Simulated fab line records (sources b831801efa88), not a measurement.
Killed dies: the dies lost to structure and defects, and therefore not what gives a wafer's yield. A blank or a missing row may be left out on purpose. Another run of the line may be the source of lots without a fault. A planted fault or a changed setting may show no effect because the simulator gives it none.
Comparing a struck lot with a sound one | flow sky130 | 20 steps out of a route of 708
Sound: these wafers, L589.2, L589.3, L589.5. Struck: wafers L602.1, L602.3, L602.4. The cause is given at the end.
Order at every step that has rows: each side's tool, ch and its chambers, its first start. Under that, the readings that differ: sound wafers | struck wafers | difference of the means | sigmas: that difference in standard deviations of wafers without a fault.
alike: same words and numbers on both sides, and readings whose means sit less than 2 such deviations apart. not compared: any withheld reading, any reading some wafer has no value for, any bound like >300 that may hide the same value, and any number with overlapping values for which the record gives no deviation.
Wherever a step has rows on one side only, a row that says differs or no value, or a row with sigmas, the two part there. Numbers that have no deviation but don't overlap get no sigmas and don't part them. Lack of a reading on every wafer of one side parts them only where that side has two or more wafers.

SKY_SONOS_TUNNEL_TW_MEAS_12:
  sound: film metro-01 at day 11 08:59; struck: film metro-02 at day 15 20:41
  alike: SONOS_TUNNEL_TW
then, 2 steps without rows for these wafers: SKY_SONOS_TUNNEL_CLEAN_13 (cleans in dHF, time 20 s); SKY_SONOS_ONO_OXIDATION_00 (stabilise 600 s, purge 300 s, target thk 2.6 nm).
SKY_SONOS_ONO_THK_MEAS_01:
  sound: film metro-01 at day 11 11:33; struck: film metro-02 at day 15 22:41
  reading                      | sound          | struck         | difference | sigmas
  SONOS_ONO_OXIDATION_THK (nm) | 2.51 2.50 2.48 | 2.67 2.62 2.60 | +0.13      | +3
then, 1 step without rows for these wafers: SKY_SONOS_ONO_CVD_02 (deposits Si3N4 from DCS/NH3, target thk 10.5 nm, time 180 s).
SKY_SONOS_ONO_THK_MEAS_03:
  sound: film metro-02 at day 11 12:40; struck: film metro-01 at day 16 03:16
  alike: SONOS_ONO_CVD_02_THK
then, 1 step without rows for these wafers: SKY_SONOS_ONO_CVD_04 (deposits SiO2 from SiH4/N2O, target thk 5.7199 nm).
SKY_SONOS_ONO_THK_MEAS_05:
  sound: film metro-03 at day 11 13:58; struck: film metro-02 at day 16 04:35
  alike: SONOS_ONO_CVD_04_THK
then, 4 steps without rows for these wafers: SKY_SONOS_ONO_DEHYDRATE_06 (time 60 s); SKY_SONOS_ONO_HMDS_07 (prime time 60 s); SKY_SONOS_ONO_COAT_08 (resist thk 1140 nm); SKY_SONOS_ONO_SOFTBAKE_09 (time 60 s).
SKY_SONOS_ONO_EXPOSE_10: exposes mask ONOM, target cd 410 nm.
  sound on iline stepper-02 ch 0, day 12 01:23; struck on iline stepper-01 ch 0, day 16 18:08
  alike: mask, exposure dose mJ cm2
then, 2 steps without rows for these wafers: SKY_SONOS_ONO_PEB_11; SKY_SONOS_ONO_DEVELOP_12 (develop time 60 s).
SKY_SONOS_ONO_CD_MEAS_13: target cd 410 nm.
  sound: cd sem-02 at day 12 14:16; struck: cd sem-02 at day 17 08:46
  reading    | sound             | struck            | difference | sigmas
  cd nm (nm) | 407.7 409.1 406.4 | 392.2 395.2 403.0 | -10.9      | -5
SKY_SONOS_ONO_OVL_MEAS_14:
  sound: overlay-02 at day 12 14:23; struck: overlay-02 at day 17 08:53
  alike: SONOS_ONO_OVL
SKY_SONOS_ONO_ETCH_15: etches the open film in CHF3/O2, target depth 19.52 nm, time 7.8 s.
  sound on rie diel-03 ch 0,2,3, day 12 14:25; struck on rie diel-02 ch 1,2,3, day 17 08:55
  reading                    | sound             | struck          | difference | sigmas
  model.SONOS_ONO.cd nm (nm) | 407.8 408.9 406.5 | 392 395.4 403.3 | -11        |
  alike: drypump motor current A, oes product au, throttle valve pct
  not compared: rf hours counter h
then, 1 step without rows for these wafers: SKY_SONOS_ONO_WET_ETCH_16 (etches SiO2 in dHF, target depth 14 nm, time 280 s).
-- here the record skips 32 days between the struck wafers' starts before and after, leaving off in module SONOS_ONO and picking up in module PAD_OPEN (first step shown: number 708 of the route) --
SKY_PAD_OPEN_PROBE_99:
  sound: prober-02 at day 45 14:29; struck: prober-01 at day 49 05:45
  alike: killed_at_M0_to_M3, killed_at_M4_up, killed at contacts, killed at front end, killed at other, killed dies, killed open, killed short

== WHERE THEY PART ==
First at SKY_SONOS_ONO_THK_MEAS_01; last, within this record, at SKY_SONOS_ONO_CD_MEAS_13. Later steps at which nothing parts them and some readings are alike: SKY_SONOS_ONO_OVL_MEAS_14, SKY_SONOS_ONO_ETCH_15, SKY_PAD_OPEN_PROBE_99.

WHY: what had been put in by the simulator
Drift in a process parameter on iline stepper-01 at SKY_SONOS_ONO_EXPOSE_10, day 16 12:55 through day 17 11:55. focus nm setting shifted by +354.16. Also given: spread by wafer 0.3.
